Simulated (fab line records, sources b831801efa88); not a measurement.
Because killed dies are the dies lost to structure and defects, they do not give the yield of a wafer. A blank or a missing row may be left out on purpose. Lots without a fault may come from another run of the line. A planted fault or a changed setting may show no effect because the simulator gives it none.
Which tool is to blame? | flow gf180mcu | 15 lots, 45 wafers sampled, at 4 steps of a route of 602

## WHAT THE GAUGES READ, wafer by wafer
The record lacks any reading of a measuring or inspecting step that a usual standard deviation could be used to judge.

## EACH LOT AND THE TOOL THAT RAN IT (in order: tool; ch and the chambers of the sampled wafers; start)
lot  | GF_M3_STRIP_17                       | GF_V3_STRIP_19                  | GF_V3_SPUTTER_21             | GF_M4_SPUTTER_00
L729 | plasma_asher-02 ch 0,1, day 22 01:05 | wet_bench-02 ch 3, day 23 01:38 | pvd_sputter-02, day 23 02:05 | pvd_sputter-02, day 23 02:46
L730 | plasma_asher-01 ch 0,1, day 22 07:20 | wet_bench-03 ch 1, day 23 08:24 | pvd_sputter-02, day 23 08:54 | pvd_sputter-01, day 23 09:35
L731 | plasma_asher-01 ch 0,1, day 22 19:32 | wet_bench-03 ch 2, day 23 20:12 | pvd_sputter-01, day 23 20:38 | pvd_sputter-02, day 23 21:19
L732 | plasma_asher-01 ch 1, day 23 06:56   | wet_bench-02 ch 2, day 24 06:47 | pvd_sputter-03, day 24 07:15 | pvd_sputter-04, day 24 07:56
L738 | plasma_asher-01 ch 0,1, day 25 09:01 | wet_bench-04 ch 0, day 26 07:24 | pvd_sputter-03, day 26 07:52 | pvd_sputter-02, day 26 08:33
L737 | plasma_asher-04 ch 0,1, day 25 11:04 | wet_bench-04 ch 2, day 26 09:54 | pvd_sputter-01, day 26 10:22 | pvd_sputter-02, day 26 11:03
L739 | plasma_asher-04 ch 0,1, day 25 19:49 | wet_bench-03 ch 0, day 26 18:21 | pvd_sputter-03, day 26 18:49 | pvd_sputter-04, day 26 19:31
L742 | plasma_asher-04 ch 0,1, day 26 19:47 | wet_bench-02 ch 1, day 27 17:15 | pvd_sputter-01, day 27 17:43 | pvd_sputter-04, day 27 18:24
L743 | plasma_asher-01 ch 1, day 27 00:50   | wet_bench-02 ch 3, day 27 22:35 | pvd_sputter-01, day 27 23:04 | pvd_sputter-04, day 27 23:45
L744 | plasma_asher-01 ch 0,1, day 27 11:08 | wet_bench-03 ch 1, day 28 08:26 | pvd_sputter-01, day 28 08:53 | pvd_sputter-04, day 28 09:34
L746 | plasma_asher-02 ch 0,1, day 27 18:50 | wet_bench-04 ch 1, day 28 15:35 | pvd_sputter-02, day 28 16:04 | pvd_sputter-01, day 28 16:46
L747 | plasma_asher-01 ch 0,1, day 28 02:38 | wet_bench-03 ch 1, day 28 23:44 | pvd_sputter-02, day 29 00:10 | pvd_sputter-04, day 29 00:52
L748 | plasma_asher-01 ch 0,1, day 28 10:58 | wet_bench-02 ch 3, day 29 06:24 | pvd_sputter-03, day 29 06:50 | pvd_sputter-02, day 29 07:31
L749 | plasma_asher-02 ch 0,1, day 28 18:44 | wet_bench-03 ch 3, day 29 14:41 | pvd_sputter-02, day 29 15:07 | pvd_sputter-04, day 29 15:49
L750 | plasma_asher-01 ch 0,1, day 29 01:35 | wet_bench-02 ch 1, day 29 21:53 | pvd_sputter-01, day 29 22:20 | pvd_sputter-01, day 29 23:02
- GF_M3_STRIP_17: strips in O2/N2.
- GF_V3_STRIP_19: strips in post etch residue remover, time 1200 s.
- GF_V3_SPUTTER_21: material Ti, target thk 15 nm, time 80.02 s.
- GF_M4_SPUTTER_00: material Ti, target thk 37.5 nm, time 150 s.

## WHAT THE TOOLS THEMSELVES READ (means of the sampled wafers that have a number; where no wafer has one, the mark that the record gives instead)
GF_M3_STRIP_17. Usual: chamber_pressure_mTorr 1500.2 mTorr, standard deviation 1.3; drypump_motor_current_A 5.8 A, standard deviation 0.44; heater_power_w 302 W, standard deviation 26; oes_product_au 0.558 a.u., standard deviation 0.0051; platen_temp_c 249.98 C, standard deviation 0.19; strip_time_to_endpoint_s 7.88 s, standard deviation 0.051.
lot  | tool            | chamber_pressure_mTorr (mTorr) | drypump_motor_current_A (A) | heater_power_w (W) | oes_product_au (a.u.) | platen_temp_c (C) | strip_time_to_endpoint_s (s) | flag
L729 | plasma_asher-02 | 1501.1                         | 5.7                         | 317                | 0.560                 | 249.92            | 7.87                         |
L730 | plasma_asher-01 | 1501.3                         | 5.7                         | 282                | 0.553                 | 249.77            | 7.84                         |
L731 | plasma_asher-01 | 1500.2                         | 5.7                         | 280                | 0.556                 | 250.10            | 7.87                         |
L732 | plasma_asher-01 | 1499.3                         | 6.4                         | 279                | 0.562                 | 250.04            | 7.87                         |
L738 | plasma_asher-01 | 1499.8                         | 5.7                         | 283                | 0.557                 | 250.05            | 7.91                         |
L737 | plasma_asher-04 | 1500.0                         | 5.6                         | 352                | 0.559                 | 250.06            | 7.87                         |
L739 | plasma_asher-04 | 1500.3                         | 5.6                         | 355                | 0.557                 | 249.92            | 7.87                         |
L742 | plasma_asher-04 | 1500.8                         | 5.7                         | 355                | 0.559                 | 250.00            | 7.82                         |
L743 | plasma_asher-01 | 1500.0                         | 6.5                         | 282                | 0.556                 | 250.01            | 7.93                         |
L744 | plasma_asher-01 | 1501.0                         | 6.1                         | 276                | 0.561                 | 250.24            | 7.91                         |
L746 | plasma_asher-02 | 1500.4                         | 5.7                         | 315                | 0.554                 | 249.87            | 7.80                         |
L747 | plasma_asher-01 | 1499.4                         | 6.1                         | 281                | 0.560                 | 249.91            | 7.92                         |
L748 | plasma_asher-01 | 1500.0                         | 5.7                         | 280                | 0.561                 | 249.98            | 7.84                         |
L749 | plasma_asher-02 | 1500.2                         | 5.6                         | 311                | 0.561                 | 250.19            | 7.90                         |
L750 | plasma_asher-01 | 1500.2                         | 6.1                         | 283                | 0.550                 | 250.03            | 7.78                         |

GF_V3_STRIP_19. Usual: bath_guard_temp_C 72.2 C, standard deviation 0.48; bath_heat_duty_pct 14.6 %, standard deviation 1.5.
lot  | tool         | bath_guard_temp_C (C) | bath_heat_duty_pct (%) | flag
L729 | wet_bench-02 | 72.0                  | 14.6                   |
L730 | wet_bench-03 | 72.0                  | 15.0                   |
L731 | wet_bench-03 | 71.5                  | 13.3                   |
L732 | wet_bench-02 | 73.3                  | 12.8                   |
L738 | wet_bench-04 | -                     | -                      | OFF
L737 | wet_bench-04 | -                     | -                      | OFF
L739 | wet_bench-03 | -                     | -                      | OFF
L742 | wet_bench-02 | 72.4                  | 15.8                   |
L743 | wet_bench-02 | 72.0                  | 14.2                   |
L744 | wet_bench-03 | 71.8                  | 14.6                   |
L746 | wet_bench-04 | 72.4                  | 15.6                   |
L747 | wet_bench-03 | 71.9                  | 15.6                   |
L748 | wet_bench-02 | 71.8                  | 14.7                   |
L749 | wet_bench-03 | 73.0                  | 14.7                   |
L750 | wet_bench-02 | 72.2                  | 14.9                   |

GF_V3_SPUTTER_21. Usual: throttle_valve_pct reads 30.0 % (standard deviation 1).
lot  | tool           | throttle_valve_pct (%) | flag
L729 | pvd_sputter-02 | 29.9                   |
L730 | pvd_sputter-02 | 30.0                   |
L731 | pvd_sputter-01 | 29.9                   |
L732 | pvd_sputter-03 | 29.6                   |
L738 | pvd_sputter-03 | 29.6                   |
L737 | pvd_sputter-01 | 29.8                   |
L739 | pvd_sputter-03 | 30.1                   |
L742 | pvd_sputter-01 | 30.3                   |
L743 | pvd_sputter-01 | 29.3                   |
L744 | pvd_sputter-01 | 29.2                   |
L746 | pvd_sputter-02 | 29.3                   |
L747 | pvd_sputter-02 | 28.6                   |
L748 | pvd_sputter-03 | 29.6                   |
L749 | pvd_sputter-02 | 30.4                   |
L750 | pvd_sputter-01 | 30.2                   |

GF_M4_SPUTTER_00. Usual: throttle_valve_pct reads 29.7 % (standard deviation 1.1).
lot  | tool           | throttle_valve_pct (%) | flag
L729 | pvd_sputter-02 | 30.5                   |
L730 | pvd_sputter-01 | 30.3                   |
L731 | pvd_sputter-02 | 29.8                   |
L732 | pvd_sputter-04 | 28.8                   |
L738 | pvd_sputter-02 | 30.3                   |
L737 | pvd_sputter-02 | 30.4                   |
L739 | pvd_sputter-04 | 28.9                   |
L742 | pvd_sputter-04 | 29.3                   |
L743 | pvd_sputter-04 | 28.9                   |
L744 | pvd_sputter-04 | 29.4                   |
L746 | pvd_sputter-01 | 30.8                   |
L747 | pvd_sputter-04 | 28.9                   |
L748 | pvd_sputter-02 | 30.5                   |
L749 | pvd_sputter-04 | 28.4                   |
L750 | pvd_sputter-01 | 29.8                   |

## THE ANSWER, worked out from the rows above alone
Rule: a lot is off if the mean of its wafers that have a number lies more than 3 standard deviations from the usual mean. Also off: a lot with no number at a reading for which 4 or more lots have one. All remaining lots with rows at the step are treated as sound. Order of review: gauges by route order, followed by the tools' own readings, for which a lot's mean as printed above is used. At the first step where some lot is off, the reading lying furthest off is the one used; lots without a number count as furthest.
Off: L738, L737, L739 (GF_V3_STRIP_19, bath_guard_temp_C). Without a number there: L738, L737, L739.
A tool fits if, at that step or a process step before it, it ran every lot that is off, and no sound lot after the first of them. No candidate that was tried fits.

## WHAT THE SIMULATOR HAD INSERTED
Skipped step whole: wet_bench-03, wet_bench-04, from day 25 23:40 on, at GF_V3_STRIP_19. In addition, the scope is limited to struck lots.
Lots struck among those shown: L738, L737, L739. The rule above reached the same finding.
